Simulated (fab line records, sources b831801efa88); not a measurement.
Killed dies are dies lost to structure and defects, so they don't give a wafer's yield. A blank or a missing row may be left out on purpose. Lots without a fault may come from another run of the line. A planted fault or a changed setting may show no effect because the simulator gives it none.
Which tool did it? | flow sky130 | 24 lots, 72 wafers sampled, at 6 steps of a route of 708

WHAT THE GAUGES READ, wafer by wafer
SKY_LDD_HVN_TW_MEAS_10. Usual: LDD_HVN_TW 1431, standard deviation 11.
lot  | measured     | on            | LDD_HVN_TW     | flag
L074 | day 19 14:47 | film_metro-01 | 1450 1442 1444 |
L075 | day 20 03:32 | film_metro-01 | 1449 1449 1450 |
L076 | day 20 09:20 | film_metro-03 | 1414 1415 1418 |
L077 | day 20 16:40 | film_metro-02 | 1433 1432 1422 |
L078 | day 21 14:52 | film_metro-01 | 1449 1448 1451 |
L079 | day 21 16:44 | film_metro-03 | 1427 1430 1432 |
L080 | day 22 03:34 | film_metro-03 | 1417 1421 1421 |
L081 | day 22 20:30 | film_metro-03 | 1421 1419 1417 |
L082 | day 23 06:02 | film_metro-01 | 1440 1437 1453 |
L083 | day 23 11:50 | film_metro-03 | 1425 1423 1419 |
L084 | day 23 18:34 | film_metro-01 | 1444 1443 1435 |
L085 | day 24 04:14 | film_metro-03 | 1426 1423 1428 |
L086 | day 24 10:28 | film_metro-02 | 1431 1432 1426 |
L087 | day 25 12:50 | film_metro-01 | 1449 1446 1458 |
L089 | day 26 19:26 | film_metro-02 | 1431 1429 1427 |
L088 | day 26 19:32 | film_metro-03 | 1423 1422 1425 |
L090 | day 27 12:11 | film_metro-02 | 1420 1425 1415 |
L091 | day 27 13:22 | film_metro-01 | 1439 1439 1437 |
L092 | day 27 21:58 | film_metro-03 | 1432 1421 1421 |
L093 | day 28 02:41 | film_metro-01 | 1429 1441 1437 |
L095 | day 28 22:07 | film_metro-02 | 1425 1433 1438 |
L094 | day 29 00:19 | film_metro-02 | 1427 1427 1426 |
L097 | day 29 01:26 | film_metro-03 | 1423 1422 1420 |
L096 | day 29 06:44 | film_metro-01 | 1438 1433 1441 |

SKY_CAP2M_THK_MEAS_01. Usual: CAP2M_CVD_00_THK 15.50 nm, standard deviation 0.23.
lot  | measured     | on            | CAP2M_CVD_00_THK (nm) | flag
L074 | day 38 23:47 | film_metro-01 | 15.63 15.59 15.92     |
L075 | day 39 11:19 | film_metro-04 | 15.81 15.28 15.67     |
L076 | day 39 18:44 | film_metro-03 | 15.81 15.65 15.89     |
L077 | day 40 08:22 | film_metro-04 | 15.57 15.57 15.57     |
L078 | day 40 17:17 | film_metro-04 | 15.49 15.57 15.66     |
L079 | day 40 19:12 | film_metro-01 | 15.42 15.75 15.64     |
L080 | day 41 03:22 | film_metro-04 | 15.26 15.30 15.41     |
L081 | day 41 15:24 | film_metro-03 | 15.14 15.53 15.72     |
L082 | day 41 23:38 | film_metro-04 | 15.47 15.70 16.01     |
L083 | day 42 04:41 | film_metro-03 | 15.30 15.46 15.51     |
L084 | day 42 08:11 | film_metro-01 | 15.81 15.61 15.84     |
L085 | day 42 19:49 | film_metro-04 | 15.19 15.22 15.67     |
L086 | day 42 22:56 | film_metro-04 | 15.36 15.49 15.16     |
L087 | day 43 21:02 | film_metro-01 | 15.52 15.38 15.37     |
L089 | day 44 21:44 | film_metro-03 | 14.89 15.48 15.41     |
L088 | day 45 00:30 | film_metro-01 | 15.39 15.42 15.76     |
L090 | day 45 05:54 | film_metro-04 | 15.24 15.33 15.18     |
L091 | day 45 07:41 | film_metro-04 | 15.54 15.84 16.01     |
L092 | day 45 16:05 | film_metro-01 | 15.46 15.29 15.71     |
L093 | day 45 17:38 | film_metro-04 | 15.56 15.61 15.66     |
L095 | day 46 02:59 | film_metro-03 | 15.14 15.02 15.62     |
L094 | day 46 09:06 | film_metro-04 | 15.12 15.44 15.37     |
L097 | day 46 09:40 | film_metro-04 | 15.33 15.54 15.71     |
L096 | day 46 15:07 | film_metro-01 | 15.29 15.83 15.64     |

WHICH TOOL RAN EACH LOT (tool, then ch and the chambers of the sampled wafers, then the start)
lot  | SKY_LI_CONTACT_SPUTTER_19    | SKY_METAL3_SPUTTER_00        | SKY_METAL3_SPUTTER_01        | SKY_VIA3_CMP_02
L074 | pvd_sputter-02, day 28 09:03 | pvd_sputter-04, day 35 13:40 | pvd_sputter-04, day 35 13:41 | cmp-02 ch 0,2, day 37 20:18
L075 | pvd_sputter-02, day 28 22:17 | pvd_sputter-01, day 36 02:30 | pvd_sputter-01, day 36 02:31 | cmp-02 ch 0,1,3, day 38 08:14
L076 | pvd_sputter-03, day 29 03:44 | pvd_sputter-02, day 36 08:16 | pvd_sputter-02, day 36 08:17 | cmp-02 ch 1,2, day 38 15:34
L077 | pvd_sputter-02, day 29 22:10 | pvd_sputter-04, day 37 01:13 | pvd_sputter-04, day 37 01:14 | cmp-01 ch 1,2,3, day 39 06:25
L078 | pvd_sputter-03, day 30 06:10 | pvd_sputter-01, day 37 08:41 | pvd_sputter-01, day 37 08:43 | cmp-02 ch 0,1,3, day 39 14:12
L079 | pvd_sputter-01, day 30 07:51 | pvd_sputter-02, day 37 10:46 | pvd_sputter-02, day 37 10:47 | cmp-01 ch 2,3, day 39 16:07
L080 | pvd_sputter-03, day 30 15:50 | pvd_sputter-04, day 37 18:43 | pvd_sputter-04, day 37 18:44 | cmp-02 ch 0,1,2, day 39 23:56
L081 | pvd_sputter-02, day 31 07:25 | pvd_sputter-04, day 38 07:34 | pvd_sputter-04, day 38 07:35 | cmp-01 ch 0,2, day 40 12:00
L082 | pvd_sputter-03, day 31 16:25 | pvd_sputter-02, day 38 17:17 | pvd_sputter-02, day 38 17:18 | cmp-02 ch 0,3, day 40 20:22
L083 | pvd_sputter-02, day 31 21:30 | pvd_sputter-02, day 38 22:10 | pvd_sputter-02, day 38 22:11 | cmp-01 ch 0,1,3, day 41 02:40
L084 | pvd_sputter-02, day 32 04:37 | pvd_sputter-04, day 39 03:29 | pvd_sputter-04, day 39 03:31 | cmp-01 ch 0,2,3, day 41 06:26
L085 | pvd_sputter-03, day 32 15:10 | pvd_sputter-01, day 39 14:37 | pvd_sputter-01, day 39 14:38 | cmp-02 ch 1,2,3, day 41 17:58
L086 | pvd_sputter-01, day 32 19:04 | pvd_sputter-04, day 39 18:22 | pvd_sputter-04, day 39 18:23 | cmp-01 ch 0,1,3, day 41 22:20
L087 | pvd_sputter-01, day 33 21:32 | pvd_sputter-01, day 40 18:16 | pvd_sputter-01, day 40 18:18 | cmp-01 ch 0,2,3, day 42 20:34
L089 | pvd_sputter-01, day 35 01:25 | pvd_sputter-01, day 41 21:40 | pvd_sputter-01, day 41 21:41 | cmp-02 ch 0,1,3, day 43 21:51
L088 | pvd_sputter-02, day 35 02:46 | pvd_sputter-04, day 42 00:43 | pvd_sputter-04, day 42 00:44 | cmp-01 ch 0,2,3, day 44 00:38
L090 | pvd_sputter-02, day 35 14:10 | pvd_sputter-01, day 42 07:34 | pvd_sputter-01, day 42 07:35 | cmp-02 ch 0,1,3, day 44 05:57
L091 | pvd_sputter-01, day 35 15:18 | pvd_sputter-04, day 42 08:58 | pvd_sputter-04, day 42 08:59 | cmp-02 ch 1,2,3, day 44 08:13
L092 | pvd_sputter-01, day 36 00:04 | pvd_sputter-01, day 42 18:04 | pvd_sputter-01, day 42 18:05 | cmp-01 ch 0,2,3, day 44 16:29
L093 | pvd_sputter-03, day 36 04:08 | pvd_sputter-04, day 42 20:12 | pvd_sputter-04, day 42 20:14 | cmp-02 ch 0,2,3, day 44 18:12
L095 | pvd_sputter-01, day 36 16:48 | pvd_sputter-04, day 43 06:43 | pvd_sputter-04, day 43 06:44 | cmp-01 ch 0,2,3, day 45 04:16
L094 | pvd_sputter-03, day 36 23:03 | pvd_sputter-04, day 43 12:01 | pvd_sputter-04, day 43 12:02 | cmp-02 ch 1,2,3, day 45 10:26
L097 | pvd_sputter-02, day 37 02:01 | pvd_sputter-01, day 43 14:28 | pvd_sputter-01, day 43 14:29 | cmp-01 ch 0,1, day 45 10:55
L096 | pvd_sputter-01, day 37 06:59 | pvd_sputter-01, day 43 20:25 | pvd_sputter-01, day 43 20:26 | cmp-02 ch 0,1,2, day 45 17:00
- SKY_LI_CONTACT_SPUTTER_19: material Ti, target thk 20 nm, time 106.37 s.
- SKY_METAL3_SPUTTER_00: material Ti, target thk 15 nm, time 10 s.
- SKY_METAL3_SPUTTER_01: material TiN, target thk 20 nm, time 16.7 s.
- SKY_VIA3_CMP_02: polishes SiO2.

WHAT THE TOOLS THEMSELVES READ (means of the sampled wafers that have a number; where no wafer has one, the mark that the record gives instead)
SKY_LI_CONTACT_SPUTTER_19. Usual: substrate_temp_c 199.98 C, standard deviation 0.16; throttle_valve_pct 30.0 %, standard deviation 1.2.
lot  | tool           | substrate_temp_c (C) | throttle_valve_pct (%) | flag
L074 | pvd_sputter-02 | 199.83               | 29.0                   |
L075 | pvd_sputter-02 | 200.09               | 29.8                   |
L076 | pvd_sputter-03 | 200.08               | 30.3                   |
L077 | pvd_sputter-02 | 200.09               | 30.0                   |
L078 | pvd_sputter-03 | 200.01               | 30.6                   |
L079 | pvd_sputter-01 | 199.99               | 29.9                   |
L080 | pvd_sputter-03 | 199.89               | 30.8                   |
L081 | pvd_sputter-02 | 200.02               | 29.9                   |
L082 | pvd_sputter-03 | 200.02               | 31.7                   |
L083 | pvd_sputter-02 | 199.93               | 30.1                   |
L084 | pvd_sputter-02 | 199.86               | 29.8                   |
L085 | pvd_sputter-03 | 200.06               | 30.7                   |
L086 | pvd_sputter-01 | 199.96               | 29.8                   |
L087 | pvd_sputter-01 | 199.93               | 29.3                   |
L089 | pvd_sputter-01 | 200.18               | 28.8                   |
L088 | pvd_sputter-02 | 200.08               | 29.4                   |
L090 | pvd_sputter-02 | 199.98               | 29.2                   |
L091 | pvd_sputter-01 | 199.98               | 29.4                   |
L092 | pvd_sputter-01 | 200.12               | 29.5                   |
L093 | pvd_sputter-03 | 199.82               | 31.7                   |
L095 | pvd_sputter-01 | 199.89               | 29.9                   |
L094 | pvd_sputter-03 | 199.95               | 30.8                   |
L097 | pvd_sputter-02 | 200.01               | 29.9                   |
L096 | pvd_sputter-01 | 199.94               | 30.6                   |

SKY_METAL3_SPUTTER_00. Usual: throttle_valve_pct 30.0 %, standard deviation 1.2.
lot  | tool           | throttle_valve_pct (%) | flag
L074 | pvd_sputter-04 | 29.7                   |
L075 | pvd_sputter-01 | 29.3                   |
L076 | pvd_sputter-02 | 30.1                   |
L077 | pvd_sputter-04 | 29.5                   |
L078 | pvd_sputter-01 | 29.3                   |
L079 | pvd_sputter-02 | 30.1                   |
L080 | pvd_sputter-04 | 29.5                   |
L081 | pvd_sputter-04 | 29.4                   |
L082 | pvd_sputter-02 | 29.4                   |
L083 | pvd_sputter-02 | 29.4                   |
L084 | pvd_sputter-04 | 30.9                   |
L085 | pvd_sputter-01 | 30.0                   |
L086 | pvd_sputter-04 | 30.4                   |
L087 | pvd_sputter-01 | 29.9                   |
L089 | pvd_sputter-01 | 28.7                   |
L088 | pvd_sputter-04 | 30.5                   |
L090 | pvd_sputter-01 | 30.0                   |
L091 | pvd_sputter-04 | 30.4                   |
L092 | pvd_sputter-01 | 30.6                   |
L093 | pvd_sputter-04 | 30.2                   |
L095 | pvd_sputter-04 | 30.4                   |
L094 | pvd_sputter-04 | 29.7                   |
L097 | pvd_sputter-01 | 30.9                   |
L096 | pvd_sputter-01 | 29.6                   |

SKY_METAL3_SPUTTER_01. Usual: throttle_valve_pct 30.0 %, standard deviation 1.1.
lot  | tool           | throttle_valve_pct (%) | flag
L074 | pvd_sputter-04 | 29.6                   |
L075 | pvd_sputter-01 | 29.4                   |
L076 | pvd_sputter-02 | 29.9                   |
L077 | pvd_sputter-04 | 29.7                   |
L078 | pvd_sputter-01 | 29.3                   |
L079 | pvd_sputter-02 | 30.0                   |
L080 | pvd_sputter-04 | 29.9                   |
L081 | pvd_sputter-04 | 29.4                   |
L082 | pvd_sputter-02 | 29.4                   |
L083 | pvd_sputter-02 | 29.4                   |
L084 | pvd_sputter-04 | 31.0                   |
L085 | pvd_sputter-01 | 30.2                   |
L086 | pvd_sputter-04 | 30.1                   |
L087 | pvd_sputter-01 | 29.8                   |
L089 | pvd_sputter-01 | 28.8                   |
L088 | pvd_sputter-04 | 30.5                   |
L090 | pvd_sputter-01 | 30.0                   |
L091 | pvd_sputter-04 | 30.4                   |
L092 | pvd_sputter-01 | 30.5                   |
L093 | pvd_sputter-04 | 30.2                   |
L095 | pvd_sputter-04 | 30.4                   |
L094 | pvd_sputter-04 | 29.6                   |
L097 | pvd_sputter-01 | 31.0                   |
L096 | pvd_sputter-01 | 29.7                   |

SKY_VIA3_CMP_02. Usual: head_pressure_psi 4.001 psi, standard deviation 0.0085; motor_current_A 12.8 A, standard deviation 0.84.
lot  | tool   | head_pressure_psi (psi) | motor_current_A (A) | flag
L074 | cmp-02 | 4.003                   | 13.7                |
L075 | cmp-02 | 4.005                   | 12.8                |
L076 | cmp-02 | 3.997                   | 13.9                |
L077 | cmp-01 | 3.999                   | 12.8                |
L078 | cmp-02 | 3.997                   | 12.4                |
L079 | cmp-01 | 3.998                   | 13.2                |
L080 | cmp-02 | 4.005                   | 13.7                |
L081 | cmp-01 | 4.001                   | 12.4                |
L082 | cmp-02 | 4.006                   | 12.5                |
L083 | cmp-01 | 4.002                   | 12.2                |
L084 | cmp-01 | 4.009                   | 12.8                |
L085 | cmp-02 | 4.001                   | 12.9                |
L086 | cmp-01 | 4.000                   | 12.3                |
L087 | cmp-01 | 3.993                   | 12.7                |
L089 | cmp-02 | 4.009                   | 12.9                |
L088 | cmp-01 | 4.001                   | 12.7                |
L090 | cmp-02 | 3.997                   | 12.4                |
L091 | cmp-02 | 3.998                   | 12.9                |
L092 | cmp-01 | 4.002                   | 12.6                |
L093 | cmp-02 | 4.012                   | 12.9                |
L095 | cmp-01 | 4.001                   | 12.7                |
L094 | cmp-02 | 4.002                   | 12.9                |
L097 | cmp-01 | 3.997                   | 12.5                |
L096 | cmp-02 | 3.995                   | 13.4                |

THE ANSWER, worked out from the rows above alone
Rule: a lot is off if the mean of its wafers that have a number lies more than 3 standard deviations from the usual mean. A lot without any number at a reading at which 4 lots or more have one is off too. The other lots that the step has rows for count as sound. The gauges are gone through in route order, then the tools' own readings, and for those a lot's mean is taken as printed above. The first step at which some lot is off is used, and at that step the reading that is off furthest; a lot without a number counts as furthest.
No lot is off at any reading shown: from this, nothing can be told.

WHAT THE SIMULATOR HAD PUT IN
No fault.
